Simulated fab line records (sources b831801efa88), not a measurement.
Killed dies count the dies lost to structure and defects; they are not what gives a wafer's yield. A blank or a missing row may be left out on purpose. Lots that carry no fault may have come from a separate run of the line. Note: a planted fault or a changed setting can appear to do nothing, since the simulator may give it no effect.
fab line records :: flow sky130
[record]
  lots = 14
  wafers = 41
  last_day = 50
route steps=708 shown METAL1@439 VIA1@470
lots that met no fault: taken from a fault-free run of the same line
start_h: the number of hours between the record's first day and the start of the first shown wafer of the lot :: wait_h: time in hours since the lot's previous step :: " repeats the value in the row above :: L1.1+2: one row covering several wafers at once :: - no value, or no start given :: * or withheld: withheld :: < > ~ a bound
route shown NAME@n: NAME is a module with steps in the file, n the number in the route of the first one :: usual: mean and standard deviation over wafers with no fault :: same: alike in all rows :: chamber/n: place in a boat :: sites: per-site readings :: _std_site: their standard deviation :: _edge_site: outer sites' mean less inner sites' :: radius_mm: how far each site lies from the wafer's centre :: mask NAME#n: copy n :: behind: tool/chamber where the wafer was last shaped :: hold: what put the lot on hold/how long, in hours/how the hold closed :: device: which transistor (n, p or np) failed to switch :: end of line: tests of these same wafers at the route's end :: for a step that has no rows: nothing shown but its recipe :: killed: count of dies lost to structure and defects at first sort (not the wafer's yield) :: map: a wafer's dies, marking killed ones x, the rest . and places with no die _
set.NAME: the setting the step ran with; set.NAME@STEP: the setting that earlier step ran with :: model.NAME: the simulator's own value behind a step, which no gauge read
the route's steps for a sample of lots (tables are steps, rows are wafers)
services: a tool's chamber out of use, with start hour (start_h, from the record's first day; less than 0 if before it), hours out, and reason
[[steps]]
[step SKY_METAL1_RS_MEAS_05]
[recipe]
  thk_meas_gauge = four-point-probe
  reads = TiN_of_METAL1_SPUTTER_04+Ti_of_METAL1_SPUTTER_03+AlCu_of_METAL1_SPUTTER_02+TiN_of_METAL1_SPUTTER_01+Ti_of_METAL1_SPUTTER_00
[usual]
  METAL1_ALCU_RS = 0.1270/0.0016
lot.wafer: L202.1
tool: film_metro-01
chamber: -
start_h: 730.34
wait_h: 0.0
METAL1_ALCU_RS[ohm/sq]: 0.1292

lot.wafer: L202.4
tool: film_metro-01
chamber: -
start_h: 730.34
wait_h: 0.0
METAL1_ALCU_RS[ohm/sq]: 0.1266

lot.wafer: L202.6
tool: film_metro-01
chamber: -
start_h: 730.34
wait_h: 0.0
METAL1_ALCU_RS[ohm/sq]: 0.1289

lot.wafer: L203.3
tool: film_metro-04
chamber: -
start_h: 742.31
wait_h: 0.1
METAL1_ALCU_RS[ohm/sq]: 0.1265

lot.wafer: L203.5
tool: film_metro-04
chamber: -
start_h: 742.31
wait_h: 0.1
METAL1_ALCU_RS[ohm/sq]: 0.1253

lot.wafer: L203.6
tool: film_metro-04
chamber: -
start_h: 742.31
wait_h: 0.1
METAL1_ALCU_RS[ohm/sq]: 0.1257

lot.wafer: L205.1
tool: film_metro-04
chamber: -
start_h: 757.99
wait_h: 0.0
METAL1_ALCU_RS[ohm/sq]: 0.1296

lot.wafer: L205.4
tool: film_metro-04
chamber: -
start_h: 757.99
wait_h: 0.0
METAL1_ALCU_RS[ohm/sq]: 0.1293

lot.wafer: L205.5
tool: film_metro-04
chamber: -
start_h: 757.99
wait_h: 0.0
METAL1_ALCU_RS[ohm/sq]: 0.1276

lot.wafer: L207.1
tool: film_metro-03
chamber: -
start_h: 776.86
wait_h: 0.0
METAL1_ALCU_RS[ohm/sq]: 0.1242

lot.wafer: L207.3
tool: film_metro-03
chamber: -
start_h: 776.86
wait_h: 0.0
METAL1_ALCU_RS[ohm/sq]: 0.1239

lot.wafer: L207.4
tool: film_metro-03
chamber: -
start_h: 776.86
wait_h: 0.0
METAL1_ALCU_RS[ohm/sq]: 0.1241

lot.wafer: L208.1
tool: film_metro-01
chamber: -
start_h: 780.16
wait_h: 0.0
METAL1_ALCU_RS[ohm/sq]: 0.1266

lot.wafer: L208.5
tool: film_metro-01
chamber: -
start_h: 780.16
wait_h: 0.0
METAL1_ALCU_RS[ohm/sq]: 0.1261

lot.wafer: L208.6
tool: film_metro-01
chamber: -
start_h: 780.16
wait_h: 0.0
METAL1_ALCU_RS[ohm/sq]: 0.1267

lot.wafer: L209.1
tool: film_metro-01
chamber: -
start_h: 787.17
wait_h: 0.0
METAL1_ALCU_RS[ohm/sq]: 0.1257

lot.wafer: L209.3
tool: film_metro-01
chamber: -
start_h: 787.17
wait_h: 0.0
METAL1_ALCU_RS[ohm/sq]: 0.1293

lot.wafer: L209.5
tool: film_metro-01
chamber: -
start_h: 787.17
wait_h: 0.0
METAL1_ALCU_RS[ohm/sq]: 0.1266

lot.wafer: L210.1
tool: film_metro-03
chamber: -
start_h: 795.74
wait_h: 0.0
METAL1_ALCU_RS[ohm/sq]: 0.1276

lot.wafer: L210.4
tool: film_metro-03
chamber: -
start_h: 795.74
wait_h: 0.0
METAL1_ALCU_RS[ohm/sq]: 0.1261

lot.wafer: L210.5
tool: film_metro-03
chamber: -
start_h: 795.74
wait_h: 0.0
METAL1_ALCU_RS[ohm/sq]: 0.1261

lot.wafer: L211.1
tool: film_metro-03
chamber: -
start_h: 803.53
wait_h: 0.0
METAL1_ALCU_RS[ohm/sq]: 0.1274

lot.wafer: L211.3
tool: film_metro-03
chamber: -
start_h: 803.53
wait_h: 0.0
METAL1_ALCU_RS[ohm/sq]: 0.1260

lot.wafer: L211.6
tool: film_metro-03
chamber: -
start_h: 803.53
wait_h: 0.0
METAL1_ALCU_RS[ohm/sq]: 0.1288

lot.wafer: L212.2
tool: film_metro-03
chamber: -
start_h: 811.37
wait_h: 0.0
METAL1_ALCU_RS[ohm/sq]: 0.1257

lot.wafer: L212.3
tool: film_metro-03
chamber: -
start_h: 811.37
wait_h: 0.0
METAL1_ALCU_RS[ohm/sq]: 0.1278

lot.wafer: L212.4
tool: film_metro-03
chamber: -
start_h: 811.37
wait_h: 0.0
METAL1_ALCU_RS[ohm/sq]: 0.1269

lot.wafer: L214.2
tool: film_metro-03
chamber: -
start_h: 832.17
wait_h: 0.0
METAL1_ALCU_RS[ohm/sq]: 0.1267

lot.wafer: L214.3
tool: film_metro-03
chamber: -
start_h: 832.17
wait_h: 0.0
METAL1_ALCU_RS[ohm/sq]: 0.1258

lot.wafer: L214.5
tool: film_metro-03
chamber: -
start_h: 832.17
wait_h: 0.0
METAL1_ALCU_RS[ohm/sq]: 0.1262

lot.wafer: L215.1
tool: film_metro-03
chamber: -
start_h: 842.50
wait_h: 0.0
METAL1_ALCU_RS[ohm/sq]: 0.1281

lot.wafer: L215.2
tool: film_metro-03
chamber: -
start_h: 842.50
wait_h: 0.0
METAL1_ALCU_RS[ohm/sq]: 0.1302

lot.wafer: L215.3
tool: film_metro-03
chamber: -
start_h: 842.50
wait_h: 0.0
METAL1_ALCU_RS[ohm/sq]: 0.1295

lot.wafer: L222.1
tool: film_metro-03
chamber: -
start_h: 883.57
wait_h: 0.0
METAL1_ALCU_RS[ohm/sq]: 0.1259

lot.wafer: L222.2
tool: film_metro-03
chamber: -
start_h: 883.57
wait_h: 0.0
METAL1_ALCU_RS[ohm/sq]: 0.1256

lot.wafer: L222.5
tool: film_metro-03
chamber: -
start_h: 883.57
wait_h: 0.0
METAL1_ALCU_RS[ohm/sq]: 0.1261

lot.wafer: L223.2
tool: film_metro-04
chamber: -
start_h: 891.82
wait_h: 0.0
METAL1_ALCU_RS[ohm/sq]: 0.1245

lot.wafer: L223.3
tool: film_metro-04
chamber: -
start_h: 891.82
wait_h: 0.0
METAL1_ALCU_RS[ohm/sq]: 0.1268

lot.wafer: L225.2
tool: film_metro-03
chamber: -
start_h: 908.63
wait_h: 0.0
METAL1_ALCU_RS[ohm/sq]: 0.1283

lot.wafer: L225.3
tool: film_metro-03
chamber: -
start_h: 908.63
wait_h: 0.0
METAL1_ALCU_RS[ohm/sq]: 0.1274

lot.wafer: L225.6
tool: film_metro-03
chamber: -
start_h: 908.63
wait_h: 0.0
METAL1_ALCU_RS[ohm/sq]: 0.1268
[step SKY_METAL1_EXPOSE_12]
[recipe]
  mask_id = MM1
  na = 0.8
  source_shape = annular
  sigma_inner = 0.55
  sigma_outer = 0.85
  target_cd_nm = 140
  dose_mj = 28
lot.wafer: L202.1+4+6
tool: krf_scanner-01
chamber: 0
start_h: 744.74
wait_h: -
mask: MM1#0

lot.wafer: L203.3+5+6
tool: krf_scanner-02
chamber: 0
start_h: 755.79
wait_h: -
mask: MM1#0

lot.wafer: L205.1+4+5
tool: krf_scanner-01
chamber: 0
start_h: 771.27
wait_h: -
mask: MM1#0

lot.wafer: L207.1+3+4
tool: krf_scanner-02
chamber: 0
start_h: 790.52
wait_h: -
mask: MM1#0

lot.wafer: L208.1+5+6
tool: krf_scanner-02
chamber: 0
start_h: 793.08
wait_h: -
mask: MM1#0

lot.wafer: L209.1+3+5
tool: krf_scanner-02
chamber: 0
start_h: 800.53
wait_h: -
mask: MM1#0

lot.wafer: L210.1+4+5
tool: krf_scanner-02
chamber: 0
start_h: 807.52
wait_h: -
mask: MM1#0

lot.wafer: L211.1+3+6
tool: krf_scanner-02
chamber: 0
start_h: 817.17
wait_h: -
mask: MM1#0

lot.wafer: L212.2+3+4
tool: krf_scanner-01
chamber: 0
start_h: 825.83
wait_h: -
mask: MM1#0

lot.wafer: L214.2+3+5
tool: krf_scanner-01
chamber: 0
start_h: 845.81
wait_h: -
mask: MM1#0

lot.wafer: L215.1+2+3
tool: krf_scanner-01
chamber: 0
start_h: 856.12
wait_h: -
mask: MM1#0

lot.wafer: L222.1+2+5
tool: krf_scanner-02
chamber: 0
start_h: 896.04
wait_h: -
mask: MM1#0

lot.wafer: L223.2+3
tool: krf_scanner-02
chamber: 0
start_h: 905.09
wait_h: -
mask: MM1#0

lot.wafer: L225.2+3+6
tool: krf_scanner-01
chamber: 0
start_h: 921.21
wait_h: -
mask: MM1#0
[step SKY_METAL1_CD_MEAS_15]
[recipe]
  target_cd_nm = 140
[usual]
  cd_nm = 139.8/1.2
lot.wafer: L202.1
tool: cd_sem-01
chamber: -
start_h: 757.47
wait_h: -
hold: -
cd_nm: 140.7

lot.wafer: L202.4
tool: cd_sem-01
chamber: -
start_h: 757.47
wait_h: -
hold: -
cd_nm: 139.8

lot.wafer: L202.6
tool: cd_sem-01
chamber: -
start_h: 757.47
wait_h: -
hold: -
cd_nm: 139.9

lot.wafer: L203.3
tool: cd_sem-01
chamber: -
start_h: 768.31
wait_h: -
hold: -
cd_nm: 139.8

lot.wafer: L203.5
tool: cd_sem-01
chamber: -
start_h: 768.31
wait_h: -
hold: -
cd_nm: 138.7

lot.wafer: L203.6
tool: cd_sem-01
chamber: -
start_h: 768.31
wait_h: -
hold: -
cd_nm: 138.6

lot.wafer: L205.1
tool: cd_sem-02
chamber: -
start_h: 783.88
wait_h: -
hold: -
cd_nm: 138.2

lot.wafer: L205.4
tool: cd_sem-02
chamber: -
start_h: 783.88
wait_h: -
hold: -
cd_nm: 139.1

lot.wafer: L205.5
tool: cd_sem-02
chamber: -
start_h: 783.88
wait_h: -
hold: -
cd_nm: 137.6

lot.wafer: L207.1
tool: cd_sem-02
chamber: -
start_h: 803.02
wait_h: -
hold: -
cd_nm: 138.0

lot.wafer: L207.3
tool: cd_sem-02
chamber: -
start_h: 803.02
wait_h: -
hold: -
cd_nm: 137.2

lot.wafer: L207.4
tool: cd_sem-02
chamber: -
start_h: 803.02
wait_h: -
hold: -
cd_nm: 138.1

lot.wafer: L208.1
tool: cd_sem-01
chamber: -
start_h: 805.17
wait_h: -
hold: -
cd_nm: 140.1

lot.wafer: L208.5
tool: cd_sem-01
chamber: -
start_h: 805.17
wait_h: -
hold: -
cd_nm: 139.6

lot.wafer: L208.6
tool: cd_sem-01
chamber: -
start_h: 805.17
wait_h: -
hold: -
cd_nm: 139.2

lot.wafer: L209.1
tool: cd_sem-02
chamber: -
start_h: 813.43
wait_h: -
hold: -
cd_nm: 141.9

lot.wafer: L209.3
tool: cd_sem-02
chamber: -
start_h: 813.43
wait_h: -
hold: -
cd_nm: 142.2

lot.wafer: L209.5
tool: cd_sem-02
chamber: -
start_h: 813.43
wait_h: -
hold: -
cd_nm: 140.6

lot.wafer: L210.1
tool: cd_sem-01
chamber: -
start_h: 821.07
wait_h: -
hold: -
cd_nm: 140.1

lot.wafer: L210.4
tool: cd_sem-01
chamber: -
start_h: 821.07
wait_h: -
hold: -
cd_nm: 140.1

lot.wafer: L210.5
tool: cd_sem-01
chamber: -
start_h: 821.07
wait_h: -
hold: -
cd_nm: 141.2

lot.wafer: L211.1
tool: cd_sem-01
chamber: -
start_h: 830.38
wait_h: -
hold: -
cd_nm: 140.0

lot.wafer: L211.3
tool: cd_sem-01
chamber: -
start_h: 830.38
wait_h: -
hold: -
cd_nm: 139.3

lot.wafer: L211.6
tool: cd_sem-01
chamber: -
start_h: 830.38
wait_h: -
hold: -
cd_nm: 139.5

lot.wafer: L212.2
tool: cd_sem-02
chamber: -
start_h: 837.79
wait_h: -
hold: -
cd_nm: 139.9

lot.wafer: L212.3
tool: cd_sem-02
chamber: -
start_h: 837.79
wait_h: -
hold: -
cd_nm: 140.8

lot.wafer: L212.4
tool: cd_sem-02
chamber: -
start_h: 837.79
wait_h: -
hold: -
cd_nm: 140.8

lot.wafer: L214.2
tool: cd_sem-02
chamber: -
start_h: 858.95
wait_h: -
hold: -
cd_nm: 139.0

lot.wafer: L214.3
tool: cd_sem-02
chamber: -
start_h: 858.95
wait_h: -
hold: -
cd_nm: 138.3

lot.wafer: L214.5
tool: cd_sem-02
chamber: -
start_h: 858.95
wait_h: -
hold: -
cd_nm: 138.7

lot.wafer: L215.1
tool: cd_sem-01
chamber: -
start_h: 868.37
wait_h: -
hold: -
cd_nm: 139.4

lot.wafer: L215.2
tool: cd_sem-01
chamber: -
start_h: 868.37
wait_h: -
hold: -
cd_nm: 138.3

lot.wafer: L215.3
tool: cd_sem-01
chamber: -
start_h: 868.37
wait_h: -
hold: -
cd_nm: 138.9

lot.wafer: L222.1
tool: cd_sem-01
chamber: -
start_h: 908.17
wait_h: -
hold: await_dispo/0.2h/release
cd_nm: 139.7

lot.wafer: L222.2
tool: cd_sem-01
chamber: -
start_h: 908.17
wait_h: -
hold: await_dispo/0.2h/release
cd_nm: 101.0

lot.wafer: L222.5
tool: cd_sem-01
chamber: -
start_h: 908.17
wait_h: -
hold: await_dispo/0.2h/release
cd_nm: 141.4

lot.wafer: L222.1
tool: cd_sem-01
chamber: -
start_h: 908.45
wait_h: 0.3
hold: -
cd_nm: 139.8

lot.wafer: L222.2
tool: cd_sem-01
chamber: -
start_h: 908.45
wait_h: 0.3
hold: -
cd_nm: 101.5

lot.wafer: L222.5
tool: cd_sem-01
chamber: -
start_h: 908.45
wait_h: 0.3
hold: -
cd_nm: 140.8

lot.wafer: L223.2
tool: cd_sem-01
chamber: -
start_h: 917.34
wait_h: -
hold: await_dispo/0.2h/release
cd_nm: 99.2

lot.wafer: L223.3
tool: cd_sem-01
chamber: -
start_h: 917.34
wait_h: -
hold: await_dispo/0.2h/release
cd_nm: 140.7

lot.wafer: L223.2
tool: cd_sem-01
chamber: -
start_h: 917.63
wait_h: 0.3
hold: -
cd_nm: 98.8

lot.wafer: L223.3
tool: cd_sem-01
chamber: -
start_h: 917.63
wait_h: 0.3
hold: -
cd_nm: 141.1

lot.wafer: L225.2
tool: cd_sem-01
chamber: -
start_h: 933.54
wait_h: -
hold: -
cd_nm: 138.1

lot.wafer: L225.3
tool: cd_sem-01
chamber: -
start_h: 933.54
wait_h: -
hold: -
cd_nm: 138.6

lot.wafer: L225.6
tool: cd_sem-01
chamber: -
start_h: 933.54
wait_h: -
hold: -
cd_nm: 138.1
[step SKY_VIA1_CD_MEAS_12]
[recipe]
  target_cd_nm = 150
[usual]
  cd_nm = 149.6/1.7
lot.wafer: L202.1
tool: cd_sem-02
chamber: -
start_h: 785.11
wait_h: -
cd_nm: 149.5

lot.wafer: L202.4
tool: cd_sem-02
chamber: -
start_h: 785.11
wait_h: -
cd_nm: 148.3

lot.wafer: L202.6
tool: cd_sem-02
chamber: -
start_h: 785.11
wait_h: -
cd_nm: 149.1

lot.wafer: L203.3
tool: cd_sem-01
chamber: -
start_h: 796.16
wait_h: -
cd_nm: 151.0

lot.wafer: L203.5
tool: cd_sem-01
chamber: -
start_h: 796.16
wait_h: -
cd_nm: 151.3

lot.wafer: L203.6
tool: cd_sem-01
chamber: -
start_h: 796.16
wait_h: -
cd_nm: 151.8

lot.wafer: L205.1
tool: cd_sem-01
chamber: -
start_h: 811.66
wait_h: -
cd_nm: 150.8

lot.wafer: L205.4
tool: cd_sem-01
chamber: -
start_h: 811.66
wait_h: -
cd_nm: 150.4

lot.wafer: L205.5
tool: cd_sem-01
chamber: -
start_h: 811.66
wait_h: -
cd_nm: 150.0

lot.wafer: L207.1
tool: cd_sem-01
chamber: -
start_h: 831.47
wait_h: -
cd_nm: 149.2

lot.wafer: L207.3
tool: cd_sem-01
chamber: -
start_h: 831.47
wait_h: -
cd_nm: 146.5

lot.wafer: L207.4
tool: cd_sem-01
chamber: -
start_h: 831.47
wait_h: -
cd_nm: 148.6

lot.wafer: L208.1
tool: cd_sem-02
chamber: -
start_h: 833.42
wait_h: -
cd_nm: 148.1

lot.wafer: L208.5
tool: cd_sem-02
chamber: -
start_h: 833.42
wait_h: -
cd_nm: 147.4

lot.wafer: L208.6
tool: cd_sem-02
chamber: -
start_h: 833.42
wait_h: -
cd_nm: 149.8

lot.wafer: L209.1
tool: cd_sem-01
chamber: -
start_h: 841.41
wait_h: -
cd_nm: 150.4

lot.wafer: L209.3
tool: cd_sem-01
chamber: -
start_h: 841.41
wait_h: -
cd_nm: 152.2

lot.wafer: L209.5
tool: cd_sem-01
chamber: -
start_h: 841.41
wait_h: -
cd_nm: 150.8

lot.wafer: L210.1
tool: cd_sem-02
chamber: -
start_h: 849.47
wait_h: -
cd_nm: 149.8

lot.wafer: L210.4
tool: cd_sem-02
chamber: -
start_h: 849.47
wait_h: -
cd_nm: 149.9

lot.wafer: L210.5
tool: cd_sem-02
chamber: -
start_h: 849.47
wait_h: -
cd_nm: 150.4

lot.wafer: L211.1
tool: cd_sem-01
chamber: -
start_h: 858.91
wait_h: -
cd_nm: 148.9

lot.wafer: L211.3
tool: cd_sem-01
chamber: -
start_h: 858.91
wait_h: -
cd_nm: 146.8

lot.wafer: L211.6
tool: cd_sem-01
chamber: -
start_h: 858.91
wait_h: -
cd_nm: 147.1

lot.wafer: L212.2
tool: cd_sem-01
chamber: -
start_h: 866.34
wait_h: -
cd_nm: 148.2

lot.wafer: L212.3
tool: cd_sem-01
chamber: -
start_h: 866.34
wait_h: -
cd_nm: 148.4

lot.wafer: L212.4
tool: cd_sem-01
chamber: -
start_h: 866.34
wait_h: -
cd_nm: 148.4

lot.wafer: L214.2
tool: cd_sem-02
chamber: -
start_h: 886.59
wait_h: -
cd_nm: 149.6

lot.wafer: L214.3
tool: cd_sem-02
chamber: -
start_h: 886.59
wait_h: -
cd_nm: 148.8

lot.wafer: L214.5
tool: cd_sem-02
chamber: -
start_h: 886.59
wait_h: -
cd_nm: 148.6

lot.wafer: L215.1
tool: cd_sem-01
chamber: -
start_h: 895.72
wait_h: -
cd_nm: 152.0

lot.wafer: L215.2
tool: cd_sem-01
chamber: -
start_h: 895.72
wait_h: -
cd_nm: 150.8

lot.wafer: L215.3
tool: cd_sem-01
chamber: -
start_h: 895.72
wait_h: -
cd_nm: 152.0

lot.wafer: L222.1
tool: cd_sem-02
chamber: -
start_h: 934.42
wait_h: -
cd_nm: 149.1

lot.wafer: L222.5
tool: cd_sem-02
chamber: -
start_h: 934.42
wait_h: -
cd_nm: 147.1

lot.wafer: L223.3
tool: cd_sem-02
chamber: -
start_h: 943.71
wait_h: -
cd_nm: 150.9

lot.wafer: L225.2
tool: cd_sem-01
chamber: -
start_h: 959.29
wait_h: -
cd_nm: 147.4

lot.wafer: L225.3
tool: cd_sem-01
chamber: -
start_h: 959.29
wait_h: -
cd_nm: 146.8

lot.wafer: L225.6
tool: cd_sem-01
chamber: -
start_h: 959.29
wait_h: -
cd_nm: 147.7
[step SKY_VIA1_OVL_MEAS_13]
[usual]
  VIA1_OVL = -1/5
lot.wafer: L202.1
tool: overlay-02
chamber: -
start_h: 785.23
wait_h: 0.1
VIA1_OVL[nm]: 7

lot.wafer: L202.4
tool: overlay-02
chamber: -
start_h: 785.23
wait_h: 0.1
VIA1_OVL[nm]: 3

lot.wafer: L202.6
tool: overlay-02
chamber: -
start_h: 785.23
wait_h: 0.1
VIA1_OVL[nm]: 5

lot.wafer: L203.3
tool: overlay-01
chamber: -
start_h: 796.25
wait_h: 0.1
VIA1_OVL[nm]: -9

lot.wafer: L203.5
tool: overlay-01
chamber: -
start_h: 796.25
wait_h: 0.1
VIA1_OVL[nm]: -6

lot.wafer: L203.6
tool: overlay-01
chamber: -
start_h: 796.25
wait_h: 0.1
VIA1_OVL[nm]: -1

lot.wafer: L205.1
tool: overlay-02
chamber: -
start_h: 811.78
wait_h: 0.1
VIA1_OVL[nm]: -5

lot.wafer: L205.4
tool: overlay-02
chamber: -
start_h: 811.78
wait_h: 0.1
VIA1_OVL[nm]: -13

lot.wafer: L205.5
tool: overlay-02
chamber: -
start_h: 811.78
wait_h: 0.1
VIA1_OVL[nm]: -10

lot.wafer: L207.1
tool: overlay-02
chamber: -
start_h: 831.59
wait_h: 0.1
VIA1_OVL[nm]: -6

lot.wafer: L207.3
tool: overlay-02
chamber: -
start_h: 831.59
wait_h: 0.1
VIA1_OVL[nm]: 0

lot.wafer: L207.4
tool: overlay-02
chamber: -
start_h: 831.59
wait_h: 0.1
VIA1_OVL[nm]: 4

lot.wafer: L208.1
tool: overlay-01
chamber: -
start_h: 833.54
wait_h: 0.1
VIA1_OVL[nm]: -2

lot.wafer: L208.5
tool: overlay-01
chamber: -
start_h: 833.54
wait_h: 0.1
VIA1_OVL[nm]: 0

lot.wafer: L208.6
tool: overlay-01
chamber: -
start_h: 833.54
wait_h: 0.1
VIA1_OVL[nm]: 1

lot.wafer: L209.1
tool: overlay-01
chamber: -
start_h: 841.53
wait_h: 0.1
VIA1_OVL[nm]: -4

lot.wafer: L209.3
tool: overlay-01
chamber: -
start_h: 841.53
wait_h: 0.1
VIA1_OVL[nm]: -5

lot.wafer: L209.5
tool: overlay-01
chamber: -
start_h: 841.53
wait_h: 0.1
VIA1_OVL[nm]: -3

lot.wafer: L210.1
tool: overlay-01
chamber: -
start_h: 849.59
wait_h: 0.1
VIA1_OVL[nm]: 5

lot.wafer: L210.4
tool: overlay-01
chamber: -
start_h: 849.59
wait_h: 0.1
VIA1_OVL[nm]: -1

lot.wafer: L210.5
tool: overlay-01
chamber: -
start_h: 849.59
wait_h: 0.1
VIA1_OVL[nm]: 6

lot.wafer: L211.1
tool: overlay-01
chamber: -
start_h: 859.03
wait_h: 0.1
VIA1_OVL[nm]: 2

lot.wafer: L211.3
tool: overlay-01
chamber: -
start_h: 859.03
wait_h: 0.1
VIA1_OVL[nm]: -2

lot.wafer: L211.6
tool: overlay-01
chamber: -
start_h: 859.03
wait_h: 0.1
VIA1_OVL[nm]: -1

lot.wafer: L212.2
tool: overlay-02
chamber: -
start_h: 866.44
wait_h: 0.1
VIA1_OVL[nm]: -3

lot.wafer: L212.3
tool: overlay-02
chamber: -
start_h: 866.44
wait_h: 0.1
VIA1_OVL[nm]: -3

lot.wafer: L212.4
tool: overlay-02
chamber: -
start_h: 866.44
wait_h: 0.1
VIA1_OVL[nm]: -3

lot.wafer: L214.2
tool: overlay-02
chamber: -
start_h: 886.70
wait_h: 0.1
VIA1_OVL[nm]: -1

lot.wafer: L214.3
tool: overlay-02
chamber: -
start_h: 886.70
wait_h: 0.1
VIA1_OVL[nm]: -2

lot.wafer: L214.5
tool: overlay-02
chamber: -
start_h: 886.70
wait_h: 0.1
VIA1_OVL[nm]: -3

lot.wafer: L215.1
tool: overlay-01
chamber: -
start_h: 895.84
wait_h: 0.1
VIA1_OVL[nm]: 5

lot.wafer: L215.2
tool: overlay-01
chamber: -
start_h: 895.84
wait_h: 0.1
VIA1_OVL[nm]: 7

lot.wafer: L215.3
tool: overlay-01
chamber: -
start_h: 895.84
wait_h: 0.1
VIA1_OVL[nm]: 5

lot.wafer: L222.1
tool: overlay-02
chamber: -
start_h: 934.54
wait_h: 0.1
VIA1_OVL[nm]: 0

lot.wafer: L222.5
tool: overlay-02
chamber: -
start_h: 934.54
wait_h: 0.1
VIA1_OVL[nm]: 5

lot.wafer: L223.3
tool: overlay-01
chamber: -
start_h: 943.80
wait_h: 0.1
VIA1_OVL[nm]: -5

lot.wafer: L225.2
tool: overlay-01
chamber: -
start_h: 959.39
wait_h: 0.1
VIA1_OVL[nm]: -1

lot.wafer: L225.3
tool: overlay-01
chamber: -
start_h: 959.39
wait_h: 0.1
VIA1_OVL[nm]: 7

lot.wafer: L225.6
tool: overlay-01
chamber: -
start_h: 959.39
wait_h: 0.1
VIA1_OVL[nm]: 7
[[services]]
tool: krf_scanner-01
chamber: -
start_h: 759.83
hours: 1.3
kind: pm

tool: krf_scanner-01
chamber: -
start_h: 776.06
hours: 0.8
kind: pm

tool: krf_scanner-01
chamber: -
start_h: 788.90
hours: 17.8
kind: repair

tool: krf_scanner-01
chamber: -
start_h: 806.74
hours: 1.0
kind: pm

tool: krf_scanner-02
chamber: -
start_h: 807.74
hours: 4.0
kind: pm

tool: krf_scanner-02
chamber: -
start_h: 812.02
hours: 1.0
kind: pm

tool: krf_scanner-01
chamber: -
start_h: 832.18
hours: 4.4
kind: pm

tool: krf_scanner-02
chamber: -
start_h: 850.58
hours: 4.4
kind: pm

tool: krf_scanner-02
chamber: -
start_h: 870.97
hours: 1.3
kind: pm

tool: krf_scanner-02
chamber: -
start_h: 872.56
hours: 0.8
kind: pm

tool: krf_scanner-01
chamber: -
start_h: 893.53
hours: 0.6
kind: repair
[[key]]
[first_sign]
  step = SKY_METAL1_CD_MEAS_15
  reading = visit
  direction = added
[effect]
  step = SKY_METAL1_CD_MEAS_15
  reading = cd_nm
  direction = down
  sigmas = 32
  usual = 139.8
  struck = 100.1
met_at SKY_METAL1_EXPOSE_12
struck_lots L222,L223
struck_wafers L222.2,L223.2
later_rows_left_out L222.2,L223.2
sort_left_out L222.2,L223.2
not_acting_at SKY_METAL1_RS_MEAS_05,SKY_VIA1_CD_MEAS_12,SKY_VIA1_OVL_MEAS_13
onset_between 817.17 896.04
[fault]
  kind = process_parameter_drift
  tool = krf_scanner-02
  chamber = -
  onset_h = 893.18
  steps = SKY_METAL1_EXPOSE_12
  channel = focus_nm
  offset = 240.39
  shape = step
  end_h = 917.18
  scope = struck_wafers_only
// sort_left_out: the simulated sort isn't trusted on such a fault, so these wafers' sort isn't shown, and their yield isn't known
// later_rows_left_out: the simulator's readings of these wafers behind a module that went badly wrong aren't trusted and aren't shown, but for the sort
